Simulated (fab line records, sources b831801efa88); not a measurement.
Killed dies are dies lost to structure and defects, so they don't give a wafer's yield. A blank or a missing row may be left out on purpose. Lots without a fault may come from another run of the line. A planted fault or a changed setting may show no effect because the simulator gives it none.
fab line records | flow sky130
record lots=5 wafers=15 last_day=49
route steps=708 shown METAL4@601 CAP2M@603
lots that met no fault: from a run of the same line without faults
start_h: hours from the record's first day to the start of the lot's first wafer shown | wait_h: hours since the lot's step before | " the same as in the row above | L1.1+2: a row that stands for several wafers | - no value, or no start given | * or withheld: withheld | < > ~ a bound
route shown NAME@n: a module of which the file shows steps, and the number in the route of the first | usual: mean/standard deviation of fault-free wafers | same: alike in all rows | chamber/n: place in a boat | sites: the reading at each site | _std_site: their standard deviation | _edge_site: outer sites' mean less inner sites' | radius_mm: how far each site lies from the wafer's centre | mask NAME#n: copy n | behind: the tool/chamber that last shaped the wafer | hold: why the lot was held/for how many hours/how that ended | device: the transistor (n, p or np) that didn't switch | end of line: the same wafers' tests at the end of the route | a step without rows: its recipe alone | killed: dies lost to structure and defects at the first sort, not the wafer's yield | map: a wafer's dies, x killed, . not, _ none there
set.NAME: the setting as run; set.NAME@STEP: as run at that earlier step | model.NAME: the simulator's own value behind a step, which no gauge read
lots at some steps of the route; a table a step, a row a wafer
services: from which hour (start_h, from the record's first day; less than 0 if before it) a tool's chamber was out of use, for how many hours, and why
## steps
# step SKY_METAL4_SPUTTER_03
# recipe material=Ti target_thk_nm=5 power_w=3000 time_s=3.3 chamber_pressure_pa=0.4
# usual throttle_valve_pct=29.5/1.1
# columns lot.wafer tool chamber start_h wait_h throttle_valve_pct
L074.1 pvd_sputter-02 - 942.46 0.0 29.7
L074.3 " - " " 30.1
L074.5 " - " " 30.2
L085.2 pvd_sputter-04 - 1006.04 0.0 30.8
L085.3 " - " " 27.9
L085.6 " - " " 30.9
L087.3 pvd_sputter-02 - 1012.82 0.0 29.6
L087.5 " - " " 28.8
L087.6 " - " " 30.4
L089.2 pvd_sputter-02 - 1020.65 0.0 30.6
L089.3 " - " " 29.6
L089.6 " - " " 30.1
L094.2 pvd_sputter-02 - 1059.99 0.0 29.1
L094.3 " - " " 30.1
L094.6 " - " " 30.2
# step SKY_METAL4_SPUTTER_04
# recipe material=TiN target_thk_nm=70 power_w=6500 time_s=58.3 chamber_pressure_pa=0.4
# usual throttle_valve_pct=29.5/1.1
# columns lot.wafer tool chamber start_h wait_h throttle_valve_pct
L074.1 pvd_sputter-02 - 942.48 0.0 29.8
L074.3 " - " " 30.3
L074.5 " - " " 30.1
L085.2 pvd_sputter-04 - 1006.06 0.0 30.6
L085.3 " - " " 28.2
L085.6 " - " " 30.5
L087.3 pvd_sputter-02 - 1012.84 0.0 29.6
L087.5 " - " " 29.5
L087.6 " - " " 30.1
L089.2 pvd_sputter-02 - 1020.67 0.0 30.2
L089.3 " - " " 29.9
L089.6 " - " " 30.2
L094.2 pvd_sputter-02 - 1060.01 0.0 29.2
L094.3 " - " " 30.4
L094.6 " - " " 30.5
# step SKY_CAP2M_CVD_00
# recipe material=SiO2 target_thk_nm=15.5 temp_c=400 time_s=withheld rf_w=450
# usual heater_power_w=683/69 susceptor_temp_C=399.98/0.23
# columns lot.wafer tool chamber start_h wait_h heater_power_w susceptor_temp_C
L074.1 pecvd-04 0 942.53 0.0 741 399.90
L074.3 " 2 " " 726 399.37
L074.5 " 2 " " 707 399.52
L085.2 pecvd-04 0 1006.11 0.0 622 399.74
L085.3 " 2 " " 585 399.89
L085.6 " 0 " " 611 399.93
L087.3 pecvd-04 0 1012.90 0.0 736 399.99
L087.5 " 2 " " 670 399.90
L087.6 " 0 " " 728 399.99
L089.2 pecvd-01 0 1020.72 0.0 520 399.77
L089.3 " 1 " " 690 400.14
L089.6 " 0 " " 509 399.76
L094.2 pecvd-02 2 1060.06 0.0 693 400.44
L094.3 " 1 " " 726 400.52
L094.6 " 0 " " 796 399.61
# step SKY_CAP2M_THK_MEAS_01
# recipe reads=SiO2_of_CAP2M_CVD_00
# usual CAP2M_CVD_00_THK=15.55/0.27
# columns lot.wafer tool chamber start_h wait_h CAP2M_CVD_00_THK[nm]
L074.1 film_metro-01 - 942.55 - 15.08
L074.3 " - " " 14.98
L074.5 " - " " 15.30
L085.2 film_metro-01 - 1006.15 - 15.27
L085.3 " - " " 15.78
L085.6 " - " " 15.50
L087.3 film_metro-04 - 1012.94 - 15.46
L087.5 " - " " 15.77
L087.6 " - " " 15.44
L089.2 film_metro-01 - 1020.75 - 15.03
L089.3 " - " " 15.18
L089.6 " - " " 15.45
L094.2 film_metro-01 - 1060.09 - 15.77
L094.3 " - " " 15.68
L094.6 " - " " 15.68
# step SKY_CAP2M_SPUTTER_02
# recipe material=TiN target_thk_nm=200 temp_c=300 power_w=6500 time_s=166.7 chamber_pressure_pa=0.4
# usual susceptor_temp_C=299.98/0.18 throttle_valve_pct=30.0/1.1
# columns lot.wafer tool chamber start_h wait_h susceptor_temp_C throttle_valve_pct
L074.1 pvd_sputter-04 - 942.61 0.1 300.06 30.3
L074.3 " - " " 300.13 30.9
L074.5 " - " " 300.13 30.7
L085.2 pvd_sputter-03 - 1006.20 0.0 300.55 27.1
L085.3 " - " " 299.87 29.9
L085.6 " - " " 300.20 27.2
L087.3 pvd_sputter-04 - 1012.98 0.0 300.17 30.8
L087.5 " - " " 299.90 30.7
L087.6 " - " " 300.07 30.3
L089.2 pvd_sputter-04 - 1020.80 0.0 299.82 28.1
L089.3 " - " " 300.04 31.2
L089.6 " - " " 299.95 31.1
L094.2 pvd_sputter-01 - 1060.14 0.0 299.92 30.3
L094.3 " - " " 299.89 31.3
L094.6 " - " " 299.88 30.3
# step SKY_CAP2M_RS_MEAS_03
# recipe thk_meas_gauge=four-point-probe reads=TiN_of_CAP2M_SPUTTER_02
# usual CAP2M_TIN_RS=6.90/0.1
# columns lot.wafer tool chamber start_h wait_h CAP2M_TIN_RS[ohm/sq]
L074.1 film_metro-01 - 942.72 0.1 6.84
L074.3 " - " " 6.98
L074.5 " - " " 7.04
L085.2 film_metro-03 - 1006.33 0.1 7.01
L085.3 " - " " 6.90
L085.6 " - " " 6.94
L087.3 film_metro-01 - 1013.13 0.1 7.00
L087.5 " - " " 6.98
L087.6 " - " " 6.85
L089.2 film_metro-04 - 1020.93 0.1 6.89
L089.3 " - " " 6.86
L089.6 " - " " 6.82
L094.2 film_metro-03 - 1060.27 0.1 7.04
L094.3 " - " " 6.84
L094.6 " - " " 6.78
# step SKY_CAP2M_THK_MEAS_04
# recipe thk_meas_gauge=xrf reads=TiN_of_CAP2M_SPUTTER_02
# usual CAP2M_TIN_THK=202/3.4
# columns lot.wafer tool chamber start_h wait_h CAP2M_TIN_THK[nm]
L074.1 film_metro-01 - 942.84 0.1 202
L074.3 " - " " 200
L074.5 " - " " 198
L085.2 film_metro-03 - 1006.44 0.1 199
L085.3 " - " " 202
L085.6 " - " " 201
L087.3 film_metro-01 - 1013.23 0.1 198
L087.5 " - " " 199
L087.6 " - " " 204
L089.2 film_metro-04 - 1021.04 0.1 205
L089.3 " - " " 205
L089.6 " - " " 207
L094.2 film_metro-03 - 1060.38 0.1 199
L094.3 " - " " 205
L094.6 " - " " 207
# step SKY_CAP2M_DEHYDRATE_05
# recipe temp_c=200 time_s=60
# columns lot.wafer tool chamber start_h wait_h
L074.1+3+5 litho_track-01 0 953.45 10.6
L085.2+3+6 litho_track-02 0 1017.18 10.7
L087.3+5+6 litho_track-02 0 1023.60 10.4
L089.2+3+6 litho_track-01 0 1032.02 11.0
L094.2+3+6 litho_track-04 0 1069.26 8.9
# step SKY_CAP2M_HMDS_06
# recipe prime_time_s=60 prime_temp_c=120
# columns lot.wafer tool chamber start_h wait_h
L074.1+3+5 litho_track-01 0 953.60 0.1
L085.2+3+6 litho_track-02 0 1017.33 0.1
L087.3+5+6 litho_track-02 0 1023.75 0.1
L089.2+3+6 litho_track-01 0 1032.17 0.1
L094.2+3+6 litho_track-04 0 1069.41 0.1
# step SKY_CAP2M_COAT_07
# recipe resist=NOVOLAK spin_rpm=3000 resist_thk_nm=1140
# columns lot.wafer tool chamber start_h wait_h
L074.1+3+5 litho_track-01 0 953.75 0.1
L085.2+3+6 litho_track-02 0 1017.48 0.1
L087.3+5+6 litho_track-02 0 1023.90 0.1
L089.2+3+6 litho_track-01 0 1032.32 0.1
L094.2+3+6 litho_track-04 0 1069.56 0.1
# step SKY_CAP2M_SOFTBAKE_08
# recipe temp_c=90 time_s=60 resist=NOVOLAK
# columns lot.wafer tool chamber start_h wait_h
L074.1+3+5 litho_track-01 0 953.90 0.1
L085.2+3+6 litho_track-02 0 1017.63 0.1
L087.3+5+6 litho_track-02 0 1024.05 0.1
L089.2+3+6 litho_track-01 0 1032.47 0.1
L094.2+3+6 litho_track-04 0 1069.71 0.1
# step SKY_CAP2M_EXPOSE_09
# recipe mask_id=CAP2M na=0.6 source_shape=conventional sigma_outer=0.6 polarization=unpolarized target_cd_nm=1000 dose_mj=159
# usual focus_offset_nm=0.1/0.57
# columns lot.wafer tool chamber start_h wait_h mask focus_offset_nm
L074.1 iline_stepper-01 0 - - CAP2M#0 1.2
L074.3 " 0 " " CAP2M#0 0.4
L074.5 " 0 " " CAP2M#0 -0.2
L085.2 iline_stepper-01 0 - - CAP2M#0 0.2
L085.3 " 0 " " CAP2M#0 -0.8
L085.6 " 0 " " CAP2M#0 -0.6
L087.3 iline_stepper-01 0 - - CAP2M#0 0.6
L087.5 " 0 " " CAP2M#0 0.1
L087.6 " 0 " " CAP2M#0 1.0
L089.2 iline_stepper-02 0 - - CAP2M#0 0.4
L089.3 " 0 " " CAP2M#0 0.1
L089.6 " 0 " " CAP2M#0 0.3
L094.2 iline_stepper-01 0 - - CAP2M#0 -0.3
L094.3 " 0 " " CAP2M#0 0.0
L094.6 " 0 " " CAP2M#0 -1.0
# step SKY_CAP2M_PEB_10
# recipe temp_c=withheld time_s=* resist=NOVOLAK
# columns lot.wafer tool chamber start_h wait_h
L074.1+3+5 litho_track-01 0 - -
L085.2+3+6 litho_track-01 0 - -
L087.3+5+6 litho_track-04 0 - -
L089.2+3+6 litho_track-02 0 - -
L094.2+3+6 litho_track-04 0 - -
# step SKY_CAP2M_DEVELOP_11
# recipe resist=NOVOLAK developer=TMAH develop_time_s=60 dev_temp_c=23
# columns lot.wafer tool chamber start_h wait_h
L074.1+3+5 litho_track-01 0 965.95 0.1
L085.2+3+6 litho_track-01 0 1028.02 0.1
L087.3+5+6 litho_track-04 0 1035.33 0.1
L089.2+3+6 litho_track-02 0 1043.23 0.1
L094.2+3+6 litho_track-04 0 1080.76 0.1
# step SKY_CAP2M_OVL_MEAS_12
# usual CAP2M_OVL=0.3/1.4
# columns lot.wafer tool chamber start_h wait_h CAP2M_OVL[nm]
L074.1 overlay-01 - 966.10 0.1 0.8
L074.3 " - " " 0.3
L074.5 " - " " 0.4
L085.2 overlay-01 - 1028.16 0.1 -0.1
L085.3 " - " " 0.2
L085.6 " - " " 0.3
L087.3 overlay-01 - 1035.44 0.1 -0.2
L087.5 " - " " -0.1
L087.6 " - " " -1.3
L089.2 overlay-02 - 1043.36 0.1 -2.3
L089.3 " - " " -1.8
L089.6 " - " " -0.2
L094.2 overlay-02 - 1080.89 0.1 0.0
L094.3 " - " " -1.9
L094.6 " - " " -0.4
# step SKY_CAP2M_METAL_ETCH_13
# recipe target_depth_nm=220 stop_on=SiO2 chemistry=Cl2/BCl3 target=TiN pressure_mtorr=10 icp_w=900 bias_w=48.5 Cl2_flow_sccm=60 bcl3_flow_sccm=30 time_s=62.9
# usual chamber_pressure_mTorr=10.001/0.0098 drypump_motor_current_A=5.72/0.12 oes_product_au=0.942/0.0091 throttle_valve_pct=21.901/0.011
# columns lot.wafer tool chamber start_h wait_h chamber_pressure_mTorr drypump_motor_current_A oes_product_au rf_hours_counter_h throttle_valve_pct
L074.1 rie_metal-03 0 966.14 0.0 10.001 5.64 0.942 12 21.887
L074.3 " 0 " " 9.986 5.66 0.946 - 21.898
L074.5 " 1 " " 10.000 5.88 0.933 - 21.925
L085.2 rie_metal-04 1 1028.19 0.0 10.011 5.53 0.939 21 21.916
L085.3 " 1 " " 10.000 5.54 0.944 - 21.904
L085.6 " 1 " " 9.989 5.54 0.936 - 21.905
L087.3 rie_metal-04 0 1035.52 0.1 9.999 5.70 0.938 - 21.900
L087.5 " 0 " " 10.000 5.69 0.933 - 21.913
L087.6 " 0 " " 9.997 5.70 0.956 - 21.903
L089.2 rie_metal-01 0 1043.41 0.0 9.989 5.68 0.946 - 21.891
L089.3 " 0 " " 9.985 5.69 0.948 - 21.908
L089.6 " 0 " " 10.008 5.69 0.940 - 21.912
L094.2 rie_metal-01 0 1080.92 0.0 9.994 5.70 0.934 15 21.906
L094.3 " 0 " " 10.009 5.71 0.949 - 21.896
L094.6 " 0 " " 10.024 5.70 0.952 - 21.890
# step SKY_CAP2M_STRIP_14
# recipe chemistry=O2/N2 power_w=1400 pressure_mtorr=1500 platen_temp_c=withheld o2_flow_sccm=3000 n2_flow_sccm=300 overash_fraction=0.5
# usual chamber_pressure_mTorr=1500.1/1.3 drypump_motor_current_A=5.6/0.39 oes_product_au=0.710/0.0048 strip_time_to_endpoint_s=12.68/0.042
# columns lot.wafer tool chamber start_h wait_h chamber_pressure_mTorr drypump_motor_current_A oes_product_au rf_hours_counter_h strip_time_to_endpoint_s
L074.1 plasma_asher-02 0 966.21 0.1 1500.2 5.6 0.707 23 12.70
L074.3 " 1 " " 1502.3 5.3 0.709 - 12.68
L074.5 " 0 " " 1498.7 5.6 0.712 - 12.59
L085.2 plasma_asher-02 1 1028.26 0.1 1498.1 5.3 0.718 30 12.66
L085.3 " 1 " " 1502.5 5.3 0.704 - 12.66
L085.6 " 1 " " 1499.7 5.2 0.703 - 12.66
L087.3 plasma_asher-01 1 1035.66 0.1 1499.3 5.3 0.715 - 12.67
L087.5 " 0 " " 1500.8 6.0 0.712 - 12.68
L087.6 " 1 " " 1497.6 5.3 0.713 - 12.69
L089.2 plasma_asher-04 0 1043.54 0.1 1501.0 6.1 0.716 89 12.68
L089.3 " 1 " " 1501.3 6.5 0.709 - 12.71
L089.6 " 0 " " 1499.9 6.0 0.712 - 12.75
L094.2 plasma_asher-01 0 1080.99 0.1 1500.9 6.0 0.711 2 12.75
L094.3 " 0 " " 1500.6 6.0 0.719 - 12.71
L094.6 " 0 " " 1499.3 6.0 0.712 - 12.76
# step SKY_CAP2M_STRIP_15
# recipe chemistry=post_etch_residue_remover time_s=1200 temp_c=72.5
# columns lot.wafer tool chamber start_h wait_h
L074.1+3+5 wet_bench-04 3 966.31 0.1
L085.2+3+6 wet_bench-04 1 1028.36 0.1
L087.3+5+6 wet_bench-03 2 1035.72 0.0
L089.2+3+6 wet_bench-04 2 1043.68 0.1
L094.2+3+6 wet_bench-04 1 1081.09 0.1
# step SKY_CAP2M_CLEAN_16
# recipe chemistry=IPA time_s=180 temp_c=25
# columns lot.wafer tool chamber start_h wait_h
L074.1+3+5 wet_bench-03 0 966.65 0.0
L085.2+3+6 wet_bench-02 0 1028.70 0.0
L087.3+5+6 wet_bench-03 2 1036.06 0.0
L089.2+3+6 wet_bench-04 0 1044.05 0.0
L094.2+3+6 wet_bench-02 3 1081.44 0.0
# step SKY_CAP2M_CLEAN_17
# recipe chemistry=O3/DIW dry=n2_spin
# columns lot.wafer tool chamber start_h wait_h
L074.1+3+5 wet_bench-04 1 966.71 0.0
L085.2+3+6 wet_bench-03 1 1028.76 0.0
L087.3+5+6 wet_bench-04 1 1036.12 0.0
L089.2+3+6 wet_bench-04 2 1044.12 0.0
L094.2+3+6 wet_bench-04 1 1081.49 0.0
# step SKY_METAL4_DEHYDRATE_05
# recipe temp_c=200 time_s=60
# columns lot.wafer tool chamber start_h wait_h
L074.1+3+5 litho_track-04 0 977.63 10.8
L085.2+3+6 litho_track-04 0 1039.46 10.6
L087.3+5+6 litho_track-04 0 1046.18 10.0
L089.2+3+6 litho_track-04 0 1054.46 10.2
L094.2+3+6 litho_track-01 0 1091.22 9.6
# step SKY_METAL4_HMDS_06
# recipe prime_time_s=60 prime_temp_c=120
# columns lot.wafer tool chamber start_h wait_h
L074.1+3+5 litho_track-04 0 977.78 0.1
L085.2+3+6 litho_track-04 0 1039.61 0.1
L087.3+5+6 litho_track-04 0 1046.33 0.1
L089.2+3+6 litho_track-04 0 1054.61 0.1
L094.2+3+6 litho_track-01 0 1091.37 0.1
# step SKY_METAL4_COAT_07
# recipe resist=BARC temp_c=withheld time_s=withheld spin_rpm=3000 resist_thk_nm=60
# columns lot.wafer tool chamber start_h wait_h
L074.1+3+5 litho_track-04 0 977.93 0.1
L085.2+3+6 litho_track-04 0 1039.76 0.1
L087.3+5+6 litho_track-04 0 1046.48 0.1
L089.2+3+6 litho_track-04 0 1054.76 0.1
L094.2+3+6 litho_track-01 0 1091.52 0.1
# step SKY_METAL4_COAT_08
# recipe resist=KrF-thick spin_rpm=3000 resist_thk_nm=1140
# columns lot.wafer tool chamber start_h wait_h
L074.1+3+5 litho_track-04 0 - -
L085.2+3+6 litho_track-04 0 - -
L087.3+5+6 litho_track-04 0 - -
L089.2+3+6 litho_track-04 0 - -
L094.2+3+6 litho_track-01 0 - -
# step SKY_METAL4_SOFTBAKE_09
# recipe temp_c=100 time_s=90 resist=KrF-thick
# columns lot.wafer tool chamber start_h wait_h
L074.1+3+5 litho_track-04 0 - -
L085.2+3+6 litho_track-04 0 - -
L087.3+5+6 litho_track-04 0 - -
L089.2+3+6 litho_track-04 0 - -
L094.2+3+6 litho_track-01 0 - -
# step SKY_METAL4_EXPOSE_10
# recipe mask_id=MM4 na=0.68 source_shape=annular sigma_inner=0.4 sigma_outer=0.8 target_cd_nm=300 dose_mj=28
# usual focus_offset_nm=0.0/0.49
# columns lot.wafer tool chamber start_h wait_h mask focus_offset_nm
L074.1 krf_scanner-01 0 - - MM4#0 0.6
L074.3 " 0 " " MM4#0 -0.1
L074.5 " 0 " " MM4#0 0.3
L085.2 krf_scanner-02 0 - - MM4#0 -0.5
L085.3 " 0 " " MM4#0 -0.2
L085.6 " 0 " " MM4#0 -0.4
L087.3 krf_scanner-01 0 - - MM4#0 -0.7
L087.5 " 0 " " MM4#0 0.3
L087.6 " 0 " " MM4#0 0.2
L089.2 krf_scanner-02 0 - - MM4#0 0.3
L089.3 " 0 " " MM4#0 0.2
L089.6 " 0 " " MM4#0 0.6
L094.2 krf_scanner-01 0 - - MM4#0 0.0
L094.3 " 0 " " MM4#0 0.3
L094.6 " 0 " " MM4#0 0.5
# step SKY_METAL4_PEB_11
# recipe peb_temp_c=withheld peb_time_s=withheld resist=KrF-thick
# columns lot.wafer tool chamber start_h wait_h
L074.1+3+5 litho_track-03 0 - -
L085.2+3+6 litho_track-04 0 - -
L087.3+5+6 litho_track-04 0 - -
L089.2+3+6 litho_track-03 0 - -
L094.2+3+6 litho_track-03 0 - -
# step SKY_METAL4_DEVELOP_12
# recipe develop_time_s=60 resist=KrF-thick dev_temp_c=21
# columns lot.wafer tool chamber start_h wait_h
L074.1+3+5 litho_track-03 0 - -
L085.2+3+6 litho_track-04 0 - -
L087.3+5+6 litho_track-04 0 - -
L089.2+3+6 litho_track-03 0 - -
L094.2+3+6 litho_track-03 0 - -
# step SKY_METAL4_CD_MEAS_13
# recipe target_cd_nm=300
# usual cd_nm=300.6/1.4
# columns lot.wafer tool chamber start_h wait_h cd_nm
L074.1 cd_sem-01 - 990.03 - 299.8
L074.3 " - " " 300.3
L074.5 " - " " 300.1
L085.2 cd_sem-01 - 1050.70 - 300.2
L085.3 " - " " 299.4
L085.6 " - " " 301.0
L087.3 cd_sem-01 - 1058.07 - 299.9
L087.5 " - " " 298.6
L087.6 " - " " 299.6
L089.2 cd_sem-01 - 1065.70 - 301.8
L089.3 " - " " 300.8
L089.6 " - " " 303.3
L094.2 cd_sem-02 - 1102.20 - 299.3
L094.3 " - " " 300.7
L094.6 " - " " 300.3
# step SKY_METAL4_OVL_MEAS_14
# usual METAL4_OVL=1/5
# columns lot.wafer tool chamber start_h wait_h METAL4_OVL[nm]
L074.1 overlay-01 - 990.15 0.1 3
L074.3 " - " " 1
L074.5 " - " " 3
L085.2 overlay-01 - 1050.81 0.1 -3
L085.3 " - " " -6
L085.6 " - " " 2
L087.3 overlay-02 - 1058.16 0.1 5
L087.5 " - " " 5
L087.6 " - " " -1
L089.2 overlay-01 - 1065.80 0.1 -4
L089.3 " - " " -1
L089.6 " - " " -5
L094.2 overlay-01 - 1102.30 0.1 6
L094.3 " - " " 12
L094.6 " - " " 10
# step SKY_METAL4_DESCUM_15
# recipe chemistry=O2 source_power_w=150 bias_power_w=0 pressure_mtorr=10 temp_c=40 time_s=8
# usual chamber_pressure_mTorr=10.000/0.0093 drypump_motor_current_A=5.71/0.23 oes_product_au=0.997/0.0082
# columns lot.wafer tool chamber start_h wait_h chamber_pressure_mTorr drypump_motor_current_A oes_product_au rf_hours_counter_h
L074.1 rie_metal-04 0 990.18 0.0 9.992 5.70 1.002 17
L074.3 " 0 " " 10.001 5.70 0.999 -
L074.5 " 1 " " 10.010 5.57 0.988 -
L085.2 rie_metal-04 0 1050.85 0.0 9.993 5.69 0.986 -
L085.3 " 0 " " 10.018 5.68 0.997 -
L085.6 " 0 " " 10.013 5.68 0.996 -
L087.3 rie_metal-04 1 1058.20 0.0 9.994 5.53 1.017 -
L087.5 " 0 " " 10.007 5.70 0.978 -
L087.6 " 1 " " 10.008 5.53 1.003 -
L089.2 rie_metal-04 0 1065.83 0.0 9.997 5.70 0.990 23
L089.3 " 0 " " 10.006 5.68 0.992 -
L089.6 " 1 " " 9.998 5.52 1.013 -
L094.2 rie_metal-03 1 1102.33 0.0 9.978 5.87 1.000 15
L094.3 " 1 " " 9.993 5.85 1.002 -
L094.6 " 1 " " 9.988 5.88 1.002 -
# step SKY_METAL4_ETCH_16
# recipe chemistry=N2/H2 target=BARC ion_energy_ev=200 bias_w=100 pressure_mtorr=30 n2_flow_sccm=100 h2_flow_sccm=200 icp_w=500 stop_on=SiO2 time_s=88.2 target_depth_a=600
# usual chamber_pressure_mTorr=30.000/0.025 drypump_motor_current_A=5.72/0.23 h2_flow_sccm=200.0/0.62 oes_product_au=0.625/0.0051 throttle_valve_pct=13.205/0.0085
# columns lot.wafer tool chamber start_h wait_h chamber_pressure_mTorr drypump_motor_current_A h2_flow_sccm oes_product_au rf_hours_counter_h throttle_valve_pct
L074.1 rie_metal-04 0 990.21 0.0 29.996 5.70 200.6 0.622 17 13.217
L074.3 " 0 " " 29.989 5.70 200.0 0.620 - 13.211
L074.5 " 1 " " 29.996 5.54 199.9 0.622 - 13.192
L085.2 rie_metal-04 0 1050.93 0.1 30.009 5.71 198.6 0.624 - 13.210
L085.3 " 0 " " 30.051 5.71 199.1 0.632 - 13.194
L085.6 " 0 " " 30.046 5.72 200.2 0.634 - 13.202
L087.3 rie_metal-04 1 1058.25 0.0 29.975 5.54 199.6 0.625 - 13.202
L087.5 " 0 " " 29.984 5.70 200.0 0.626 - 13.208
L087.6 " 1 " " 30.008 5.57 199.7 0.629 - 13.207
L089.2 rie_metal-04 0 1065.86 0.0 29.989 5.72 199.8 0.621 23 13.187
L089.3 " 0 " " 30.019 5.72 200.0 0.629 - 13.207
L089.6 " 1 " " 30.035 5.54 200.5 0.634 - 13.205
L094.2 rie_metal-03 1 1102.36 0.0 29.963 5.87 198.8 0.626 15 13.209
L094.3 " 1 " " 29.963 5.82 199.4 0.627 - 13.206
L094.6 " 1 " " 29.972 5.89 199.7 0.620 - 13.204
# step SKY_METAL4_ETCH_17
# recipe target=SiO2 stop_on=TiN chemistry=C4F8/O2/Ar source_w=1500 bias_w=1200 pressure_mtorr=40 c4f8_flow_sccm=withheld O2_flow_sccm=6 Ar_flow_sccm=300 time_s=3.9 target_depth_a=150
# usual chamber_pressure_mTorr=40.00/0.037 oes_product_au=0.755/0.0077
# columns lot.wafer tool chamber start_h wait_h chamber_pressure_mTorr oes_product_au rf_hours_counter_h
L074.1 rie_diel-03 3 990.31 0.1 40.01 0.745 14
L074.3 " 2 " " 40.05 0.742 9
L074.5 " 1 " " 39.94 0.762 -
L085.2 rie_diel-04 2 1051.10 0.1 39.98 0.743 8
L085.3 " 1 " " 40.00 0.765 16
L085.6 " 3 " " 39.96 0.758 -
L087.3 rie_diel-02 3 1058.32 0.0 40.02 0.747 13
L087.5 " 3 " " 39.98 0.763 -
L087.6 " 0 " " 40.01 0.750 -
L089.2 rie_diel-03 0 1065.96 0.1 40.04 0.747 5
L089.3 " 2 " " 39.98 0.748 12
L089.6 " 2 " " 39.98 0.750 -
L094.2 rie_diel-04 0 1102.46 0.1 39.95 0.756 12
L094.3 " 2 " " 40.06 0.757 9
L094.6 " 1 " " 39.96 0.762 -
# step SKY_METAL4_METAL_ETCH_18
# recipe target_depth_a=8450 stop_on=SiO2 over_etch_frac=0.3 time_s=183.1 chemistry=Cl2/BCl3 resist_sidewall_deg=88 pressure_mtorr=10 icp_w=900 bias_w=48.5 Cl2_flow_sccm=60 bcl3_flow_sccm=30
# usual chamber_pressure_mTorr=10.000/0.0093 drypump_motor_current_A=5.7/0.36 oes_product_au=0.863/0.0068 throttle_valve_pct=22.264/0.008
# columns lot.wafer tool chamber start_h wait_h chamber_pressure_mTorr drypump_motor_current_A oes_product_au rf_hours_counter_h throttle_valve_pct
L074.1 rie_metal-02 1 990.33 0.0 9.986 5.3 0.862 3 22.279
L074.3 " 1 " " 10.006 5.3 0.859 - 22.263
L074.5 " 1 " " 9.988 5.3 0.865 - 22.266
L085.2 rie_metal-02 0 1051.12 0.0 9.996 6.3 0.878 15 22.270
L085.3 " 1 " " 10.012 5.3 0.864 - 22.274
L085.6 " 1 " " 10.009 5.3 0.875 - 22.262
L087.3 rie_metal-03 1 1058.40 0.1 10.013 5.9 0.869 - 22.255
L087.5 " 1 " " 10.000 5.9 0.862 - 22.269
L087.6 " 0 " " 10.007 5.7 0.863 - 22.261
L089.2 rie_metal-03 0 1065.98 0.0 10.021 5.6 0.854 19 22.261
L089.3 " 0 " " 9.983 5.7 0.862 - 22.267
L089.6 " 0 " " 9.995 5.6 0.869 - 22.250
L094.2 rie_metal-03 0 1102.48 0.0 10.000 5.6 0.868 22 22.258
L094.3 " 1 " " 10.005 5.9 0.857 - 22.257
L094.6 " 0 " " 10.001 5.6 0.859 - 22.258
# step SKY_METAL4_STRIP_19
# recipe chemistry=O2/N2 power_w=1400 pressure_mtorr=1500 platen_temp_c=withheld o2_flow_sccm=3000 n2_flow_sccm=300 overash_fraction=0.5
# usual chamber_pressure_mTorr=1500.0/1.3 drypump_motor_current_A=5.4/0.45 oes_product_au=0.503/0.005 strip_time_to_endpoint_s=6.56/0.074
# columns lot.wafer tool chamber start_h wait_h chamber_pressure_mTorr drypump_motor_current_A oes_product_au rf_hours_counter_h strip_time_to_endpoint_s
L074.1 plasma_asher-02 0 990.51 0.1 1500.8 5.6 0.507 26 6.60
L074.3 " 1 " " 1499.0 5.3 0.505 - 6.69
L074.5 " 0 " " 1501.3 5.6 0.512 - 6.66
L085.2 plasma_asher-02 1 1051.29 0.1 1500.8 5.3 0.505 32 6.58
L085.3 " 0 " " 1498.6 5.6 0.516 - 6.63
L085.6 " 1 " " 1500.3 5.3 0.505 - 6.65
L087.3 plasma_asher-02 1 1058.55 0.1 1498.8 5.3 0.500 - 6.51
L087.5 " 0 " " 1499.4 5.6 0.502 - 6.50
L087.6 " 1 " " 1500.5 5.3 0.490 - 6.55
L089.2 plasma_asher-01 1 1066.16 0.1 1500.0 5.3 0.504 0 6.66
L089.3 " 0 " " 1501.0 6.0 0.505 - 6.63
L089.6 " 1 " " 1499.0 5.3 0.501 - 6.66
L094.2 plasma_asher-01 1 1102.66 0.1 1499.0 5.3 0.502 4 6.52
L094.3 " 1 " " 1499.9 5.3 0.499 - 6.49
L094.6 " 0 " " 1497.5 6.0 0.500 - 6.51
# step SKY_METAL4_STRIP_20
# recipe chemistry=post_etch_residue_remover time_s=1200 temp_c=72.5
# columns lot.wafer tool chamber start_h wait_h
L074.1+3+5 wet_bench-03 2 990.61 0.1
L085.2+3+6 wet_bench-04 1 1051.39 0.1
L087.3+5+6 wet_bench-01 2 1058.61 0.0
L089.2+3+6 wet_bench-04 2 1066.26 0.1
L094.2+3+6 wet_bench-04 1 1102.76 0.1
# step SKY_METAL4_CLEAN_21
# recipe chemistry=IPA time_s=180 temp_c=25
# columns lot.wafer tool chamber start_h wait_h
L074.1+3+5 wet_bench-01 2 990.95 0.0
L085.2+3+6 wet_bench-03 3 1051.74 0.0
L087.3+5+6 wet_bench-03 0 1058.96 0.0
L089.2+3+6 wet_bench-04 1 1066.60 0.0
L094.2+3+6 wet_bench-01 0 1103.10 0.0
# step SKY_METAL4_CLEAN_22
# recipe chemistry=O3/DIW dry=n2_spin
# columns lot.wafer tool chamber start_h wait_h
L074.1+3+5 wet_bench-04 0 991.01 0.0
L085.2+3+6 wet_bench-01 2 1051.79 0.0
L087.3+5+6 wet_bench-01 0 1059.02 0.0
L089.2+3+6 wet_bench-04 1 1066.66 0.0
L094.2+3+6 wet_bench-01 1 1103.17 0.0
## services
# columns tool chamber start_h hours kind
rie_diel-04 0 918.66 4.2 repair
krf_scanner-01 - 920.13 0.8 pm
krf_scanner-01 - 926.37 1.3 pm
rie_diel-03 0 931.61 8.1 repair
krf_scanner-02 - 931.68 0.8 pm
wet_bench-02 - 934.99 54.2 pm
plasma_asher-01 - 938.68 2.8 pm
krf_scanner-01 - 939.40 1.0 pm
pvd_sputter-02 - 949.04 2.1 repair
rie_metal-04 1 952.12 10.9 repair
pecvd-04 - 952.63 5.5 pm
pvd_sputter-02 - 953.54 2.9 repair
krf_scanner-01 - 967.74 0.8 repair
wet_bench-01 - 978.47 6.9 repair
rie_metal-04 - 979.42 0.7 repair
rie_metal-04 - 999.97 2.6 repair
plasma_asher-01 - 1055.25 9.0 pm
krf_scanner-01 - 1078.09 3.6 pm
iline_stepper-01 - 1085.56 1.7 pm
krf_scanner-01 - 1088.93 0.8 pm
iline_stepper-01 - 1096.37 5.1 repair
rie_metal-04 - 1100.75 2.8 pm
pvd_sputter-02 - 1101.51 16.3 repair
krf_scanner-01 - 1102.27 1.3 pm
## key
fault none
